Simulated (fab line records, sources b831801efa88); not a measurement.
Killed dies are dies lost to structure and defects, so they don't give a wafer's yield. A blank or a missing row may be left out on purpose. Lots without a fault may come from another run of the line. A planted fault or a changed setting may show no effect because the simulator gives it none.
fab line records | flow gf180mcu
record lots=12 wafers=36 last_day=34
route steps=602 shown MIM@504 M5@537 V5@542 TOP_METAL@570
lots that met no fault: from a run of the same line without faults
start_h: hours from the record's first day to the start of the lot's first wafer shown | wait_h: hours since the lot's step before | " the same as in the row above | L1.1+2: a row that stands for several wafers | - no value, or no start given | * or withheld: withheld | < > ~ a bound
route shown NAME@n: a module of which the file shows steps, and the number in the route of the first | usual: mean/standard deviation of fault-free wafers | same: alike in all rows | chamber/n: place in a boat | sites: the reading at each site | _std_site: their standard deviation | _edge_site: outer sites' mean less inner sites' | radius_mm: how far each site lies from the wafer's centre | mask NAME#n: copy n | behind: the tool/chamber that last shaped the wafer | hold: why the lot was held/for how many hours/how that ended | device: the transistor (n, p or np) that didn't switch | end of line: the same wafers' tests at the end of the route | a step without rows: its recipe alone | killed: dies lost to structure and defects at the first sort, not the wafer's yield | map: a wafer's dies, x killed, . not, _ none there
set.NAME: the setting as run; set.NAME@STEP: as run at that earlier step | model.NAME: the simulator's own value behind a step, which no gauge read
steps of the route over a sample of lots; a table a step, a row a wafer
services: from which hour (start_h, from the record's first day; less than 0 if before it) a tool's chamber was out of use, for how many hours, and why
## steps
# step GF_MIM_SPUTTER_01
# recipe material=TiN target_thk_nm=30 power_w=6500 time_s=25 chamber_pressure_pa=0.4
# usual throttle_valve_pct=29.5/1.2
# columns lot.wafer tool chamber start_h wait_h throttle_valve_pct
L689.3 pvd_sputter-03 - 564.57 0.1 29.9
L689.4 " - " " 28.1
L689.5 " - " " 30.0
L690.3 pvd_sputter-03 - 572.69 0.1 29.9
L690.4 " - " " 28.5
L690.6 " - " " 30.4
L691.2 pvd_sputter-03 - 581.39 6.0 29.8
L691.4 " - " " 30.3
L691.5 " - " " 30.3
L692.3 pvd_sputter-03 - 595.13 0.1 30.4
L692.5 " - " " 29.9
L692.6 " - " " 30.0
L700.1 pvd_sputter-02 - 658.11 0.1 29.5
L700.2 " - " " 28.1
L700.5 " - " " 29.7
L702.1 pvd_sputter-01 - 662.61 0.1 27.4
L702.3 " - " " 31.2
L702.4 " - " " 28.4
L701.1 pvd_sputter-02 - 672.08 0.1 29.4
L701.2 " - " " 28.5
L701.3 " - " " 28.3
L704.1 pvd_sputter-01 - 679.50 0.1 27.6
L704.5 " - " " 28.4
L704.6 " - " " 27.5
L705.2 pvd_sputter-03 - 686.43 0.1 30.0
L705.3 " - " " 30.2
L705.6 " - " " 29.7
L706.3 pvd_sputter-03 - 691.24 0.1 28.2
L706.4 " - " " 30.0
L706.6 " - " " 30.3
L708.1 pvd_sputter-01 - 704.60 0.1 28.7
L708.4 " - " " 27.4
L708.6 " - " " 27.3
L711.2 pvd_sputter-03 - 720.25 0.1 30.4
L711.3 " - " " 30.1
L711.5 " - " " 30.1
# step GF_M5_STRIP_11
# recipe chemistry=O2/N2 power_w=1400 pressure_mtorr=1500 platen_temp_c=250 o2_flow_sccm=3000 n2_flow_sccm=300 overash_fraction=0.5
# usual drypump_motor_current_A=5.7/0.43 heater_power_w=360/30 oes_product_au=0.544/0.0046 strip_time_to_endpoint_s=7.53/0.044
# columns lot.wafer tool chamber start_h wait_h drypump_motor_current_A heater_power_w oes_product_au rf_hours_counter_h strip_time_to_endpoint_s
L689.3 plasma_asher-04 0 607.28 0.1 4.9 336 0.543 - 7.57
L689.4 " 1 " " 5.8 376 0.537 - 7.50
L689.5 " 1 " " 5.8 377 0.538 - 7.50
L690.3 plasma_asher-03 1 615.61 0.1 6.0 409 0.536 - 7.41
L690.4 " 0 " " 6.1 336 0.543 - 7.55
L690.6 " 0 " " 6.1 334 0.550 - 7.43
L691.2 plasma_asher-03 0 623.83 0.1 6.2 345 0.548 55 7.52
L691.4 " 1 " " 5.9 419 0.543 - 7.51
L691.5 " 1 " " 5.9 403 0.548 - 7.48
L692.3 plasma_asher-02 0 637.93 0.1 5.9 365 0.540 - 7.46
L692.5 " 0 " " 6.0 364 0.549 - 7.58
L692.6 " 1 " " 5.6 336 0.534 - 7.45
L700.1 plasma_asher-03 1 696.84 0.1 6.0 408 0.548 62 7.54
L700.2 " 0 " " 6.1 339 0.545 62 7.56
L700.5 " 1 " " 5.9 413 0.542 - 7.54
L702.1 plasma_asher-04 0 701.63 0.1 4.9 334 0.552 26 7.56
L702.3 " 1 " " 5.7 385 0.541 - 7.50
L702.4 " 0 " " 4.9 334 0.537 - 7.57
L701.1 plasma_asher-02 1 709.67 0.1 5.6 326 0.543 89 7.52
L701.2 " 0 " " 5.9 369 0.544 89 7.62
L701.3 " 0 " " 5.9 375 0.540 - 7.51
L704.1 plasma_asher-02 0 717.97 0.1 6.0 364 0.539 90 7.54
L704.5 " 1 " " 5.6 324 0.544 - 7.51
L704.6 " 0 " " 6.0 368 0.550 - 7.57
L705.2 plasma_asher-02 1 723.07 0.1 5.6 328 0.544 91 7.57
L705.3 " 0 " " 6.0 360 0.544 - 7.55
L705.6 " 0 " " 6.0 356 0.549 - 7.61
L706.3 plasma_asher-04 1 727.86 0.1 5.8 380 0.540 - 7.54
L706.4 " 0 " " 4.9 331 0.535 - 7.51
L706.6 " 1 " " 5.8 383 0.537 - 7.49
L708.1 plasma_asher-04 1 741.47 0.1 5.8 391 0.540 30 7.48
L708.4 " 1 " " 5.8 381 0.537 - 7.44
L708.6 " 0 " " 4.9 341 0.536 - 7.46
L711.2 plasma_asher-02 1 754.64 0.1 5.6 329 0.548 95 7.54
L711.3 " 1 " " 5.6 334 0.541 - 7.53
L711.5 " 1 " " 5.6 333 0.553 - 7.57
# step GF_V5_CVD_02
# recipe material=SiO2 target_thk_nm=1450 precursor=TEOS temp_c=400 time_s=163.28 rf_w=600
# usual heater_power_outer_w=350/73 heater_power_w=603/120 rf_fwd_power_W=597.5/1.9
# columns lot.wafer tool chamber start_h wait_h heater_power_outer_w heater_power_w rf_fwd_power_W since_wet_clean_h
L689.3 pecvd-04 2 607.88 0.0 342 648 599.0 433
L689.4 " 2 " " 380 727 600.9 -
L689.5 " 1 " " 555 933 595.2 -
L690.3 pecvd-03 1 616.21 0.0 346 599 597.1 11
L690.4 " 1 " " 389 663 594.4 -
L690.6 " 2 " " 243 464 598.5 -
L691.2 pecvd-03 1 624.47 0.0 320 569 597.1 19
L691.4 " 0 " " 418 708 601.4 -
L691.5 " 2 " " 320 559 597.8 -
L692.3 pecvd-01 1 638.62 0.0 300 510 598.6 672
L692.5 " 0 " " 301 480 598.5 -
L692.6 " 1 " " 233 425 598.5 -
L700.1 pecvd-03 0 697.56 0.1 456 726 356.7 92
L700.2 " 1 " " 421 721 357.4 92
L700.5 " 2 " " 376 664 357.3 -
L702.1 pecvd-04 1 702.30 0.1 460 835 597.2 528
L702.3 " 0 " " 351 605 597.0 528
L702.4 " 1 " " 540 957 594.9 -
L701.1 pecvd-03 0 710.31 0.1 466 749 357.0 105
L701.2 " 2 " " 310 549 356.1 105
L701.3 " 0 " " 496 802 356.7 -
L704.1 pecvd-01 2 718.64 0.1 297 480 598.2 752
L704.5 " 1 " " 234 420 597.5 -
L704.6 " 2 " " 337 543 595.8 -
L705.2 pecvd-01 2 723.75 0.0 345 548 596.6 757
L705.3 " 0 " " 382 596 595.1 757
L705.6 " 0 " " 294 496 594.2 -
L706.3 pecvd-01 1 728.46 0.0 286 505 601.3 762
L706.4 " 0 " " 297 496 596.2 -
L706.6 " 1 " " 322 533 598.6 -
L708.1 pecvd-01 0 742.18 0.1 368 576 596.1 776
L708.4 " 0 " " 291 484 596.8 -
L708.6 " 1 " " 236 428 599.1 -
L711.2 pecvd-01 0 755.28 0.0 384 584 596.1 789
L711.3 " 2 " " 316 525 595.6 789
L711.5 " 2 " " 356 579 597.2 -
# step GF_V5_THK_MEAS_03
# recipe reads=SiO2_of_V5_CVD_02
# usual V5_CVD_02_THK=1445/19
# columns lot.wafer tool chamber start_h wait_h V5_CVD_02_THK[nm]
L689.3 film_metro-04 - 608.01 0.1 1426
L689.4 " - " " 1432
L689.5 " - " " 1441
L690.3 film_metro-01 - 616.34 0.1 1424
L690.4 " - " " 1451
L690.6 " - " " 1474
L691.2 film_metro-01 - 624.59 0.1 1439
L691.4 " - " " 1482
L691.5 " - " " 1459
L692.3 film_metro-01 - 638.75 0.1 1469
L692.5 " - " " 1463
L692.6 " - " " 1470
L700.1 film_metro-04 - 697.67 0.1 1240
L700.2 " - " " 1240
L700.5 " - " " 1257
L702.1 film_metro-02 - 702.41 0.1 1429
L702.3 " - " " 1418
L702.4 " - " " 1443
L701.1 film_metro-01 - 710.47 0.1 1259
L701.2 " - " " 1263
L701.3 " - " " 1260
L704.1 film_metro-04 - 718.75 0.1 1412
L704.5 " - " " 1443
L704.6 " - " " 1449
L705.2 film_metro-02 - 723.87 0.1 1438
L705.3 " - " " 1425
L705.6 " - " " 1444
L706.3 film_metro-01 - 728.59 0.1 1449
L706.4 " - " " 1442
L706.6 " - " " 1478
L708.1 film_metro-01 - 742.29 0.1 1422
L708.4 " - " " 1452
L708.6 " - " " 1476
L711.2 film_metro-01 - 755.40 0.1 1404
L711.3 " - " " 1424
L711.5 " - " " 1452
# step GF_TOP_METAL_SPUTTER_03
# recipe material=Ti target_thk_nm=5 substrate_temp_c=300 chamber_pressure_pa=0.3 power_w=3000 time_s=3.3
# usual substrate_temp_c=299.98/0.21 throttle_valve_pct=29.3/1.3
# columns lot.wafer tool chamber start_h wait_h substrate_temp_c throttle_valve_pct
L689.3 pvd_sputter-01 - 630.75 0.0 300.10 28.6
L689.4 " - " " 300.18 27.5
L689.5 " - " " 299.81 28.5
L690.3 pvd_sputter-01 - 639.29 0.0 299.83 31.5
L690.4 " - " " 299.96 28.5
L690.6 " - " " 299.92 28.7
L691.2 pvd_sputter-02 - 647.18 0.0 300.02 28.5
L691.4 " - " " 300.07 29.7
L691.5 " - " " 300.06 28.6
L692.3 pvd_sputter-01 - 661.19 0.0 299.82 30.3
L692.5 " - " " 300.08 30.2
L692.6 " - " " 300.13 31.3
L700.1 pvd_sputter-02 - 718.33 0.0 300.12 29.6
L700.2 " - " " 299.82 28.4
L700.5 " - " " 300.07 29.5
L702.1 pvd_sputter-01 - 722.55 0.0 299.62 30.1
L702.3 " - " " 300.00 27.4
L702.4 " - " " 300.07 31.4
L701.1 pvd_sputter-02 - 730.70 0.0 299.70 29.8
L701.2 " - " " 300.42 29.3
L701.3 " - " " 299.65 28.4
L704.1 pvd_sputter-04 - 738.78 0.0 299.91 28.4
L704.5 " - " " 300.26 29.6
L704.6 " - " " 300.09 28.3
L705.2 pvd_sputter-04 - 743.63 0.0 300.07 28.5
L705.3 " - " " 300.00 32.3
L705.6 " - " " 300.02 29.5
L706.3 pvd_sputter-04 - 747.45 0.0 299.58 32.1
L706.4 " - " " 300.04 29.8
L706.6 " - " " 299.66 29.7
L708.1 pvd_sputter-01 - 760.63 0.0 300.15 29.9
L708.4 " - " " 300.21 30.2
L708.6 " - " " 299.99 28.6
L711.2 pvd_sputter-04 - 773.39 0.0 300.22 32.4
L711.3 " - " " 300.13 29.4
L711.5 " - " " 300.10 28.6
## services
# columns tool chamber start_h hours kind
pvd_sputter-03 - 547.87 2.4 repair
plasma_asher-04 - 558.31 7.0 repair
pvd_sputter-02 - 562.65 1.2 repair
pvd_sputter-02 - 567.83 1.2 repair
pvd_sputter-03 - 577.48 3.9 repair
plasma_asher-04 - 583.52 1.2 repair
pecvd-01 - 585.04 1.3 repair
pecvd-03 - 591.12 14.0 pm
pecvd-03 - 593.02 0.6 repair
pvd_sputter-03 - 605.81 12.8 repair
pvd_sputter-04 - 615.78 2.1 repair
pecvd-01 - 616.09 2.8 pm
pvd_sputter-04 - 645.37 5.0 repair
pecvd-01 0 662.05 3.5 repair
plasma_asher-04 - 664.98 2.8 pm
pecvd-01 2 677.43 1.9 repair
plasma_asher-04 - 688.95 6.3 repair
pecvd-03 1 708.88 12.3 repair
pvd_sputter-01 - 723.15 1.0 repair
pvd_sputter-01 - 723.18 2.8 repair
pecvd-01 - 730.34 0.9 repair
pvd_sputter-02 - 741.88 12.1 repair
pvd_sputter-03 - 753.73 1.7 repair
pvd_sputter-04 - 770.84 0.6 repair
## key
first_sign step=GF_V5_CVD_02 reading=rf_fwd_power_W direction=down sigmas=99+ usual=597.5 struck=356.8
effect step=GF_V5_THK_MEAS_03 reading=V5_CVD_02_THK direction=down sigmas=10 usual=1445 struck=1253
met_at GF_V5_CVD_02
struck_lots L700,L701
not_acting_at GF_MIM_SPUTTER_01,GF_M5_STRIP_11,GF_TOP_METAL_SPUTTER_03
onset_between 624.47 697.56
fault kind=process_parameter_drift tool=pecvd-03 chamber=- onset_h=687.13 steps=GF_V5_CVD_02 channel=rf_w offset=-240 shape=step end_h=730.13 acts_in=these_recipes_only stated=600
